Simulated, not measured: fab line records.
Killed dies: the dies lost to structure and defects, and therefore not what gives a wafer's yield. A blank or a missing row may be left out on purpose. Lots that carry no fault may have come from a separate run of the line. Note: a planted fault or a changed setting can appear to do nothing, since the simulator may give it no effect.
Chamber matching / flow gf180mcu / pecvd-03 running GF_PASSIVATION_CVD_02: 3 sister chambers
The step deposits Si3N4, target thk 700 nm, time 486.18 s. 6 wafers are shown with their chamber, then 7 later ones without.

## WAFERS WITH THEIR CHAMBER
wafer=L079.6; chamber=2; heaterPowerW (W)=674
wafer=L083.3; chamber=0; heaterPowerW (W)=606
wafer=L083.5; chamber=0; heaterPowerW (W)=493
wafer=L083.6; chamber=1; heaterPowerW (W)=546
wafer=L085.1; chamber=2; heaterPowerW (W)=659
wafer=L085.4; chamber=1; heaterPowerW (W)=512

## WAFERS WITHOUT THEIR CHAMBER
wafer=L085.6; heaterPowerW (W)=683
wafer=L091.4; heaterPowerW (W)=673
wafer=L091.5; heaterPowerW (W)=553
wafer=L091.6; heaterPowerW (W)=537
wafer=L092.1; heaterPowerW (W)=495
wafer=L092.2; heaterPowerW (W)=500
wafer=L092.5; heaterPowerW (W)=558

## WHICH CHAMBER EACH ONE RAN IN
wafer=L085.6; from the rows above=2; in truth=2
wafer=L091.4; from the rows above=2; in truth=2
wafer=L091.5; from the rows above=can't be placed: 0 or 1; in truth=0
wafer=L091.6; from the rows above=can't be placed: 1 or 0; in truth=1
wafer=L092.1; from the rows above=can't be placed: 1 or 0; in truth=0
wafer=L092.2; from the rows above=can't be placed: 1 or 0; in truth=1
wafer=L092.5; from the rows above=can't be placed: 0 or 1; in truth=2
Correctly placed: 2 of 7. From these rows, 5 cannot be placed; in 4 the true chamber is one of the candidates. 0 placed wrongly.
How it was worked out, from the rows above alone: a wafer's distance from a chamber is the root of the sum, over the readings, of the square of ((its reading less the chamber's mean) divided by the reading's scatter). If the next closest chamber is less than 2 further off than the closest, the wafer can't be placed; otherwise it belongs to the closest. Each chamber's mean is taken over the wafers shown for it. The scatter: take each reading less its chamber's mean, square it, sum over the shown wafers, divide by the number of wafers less the number of chambers, and take the root.
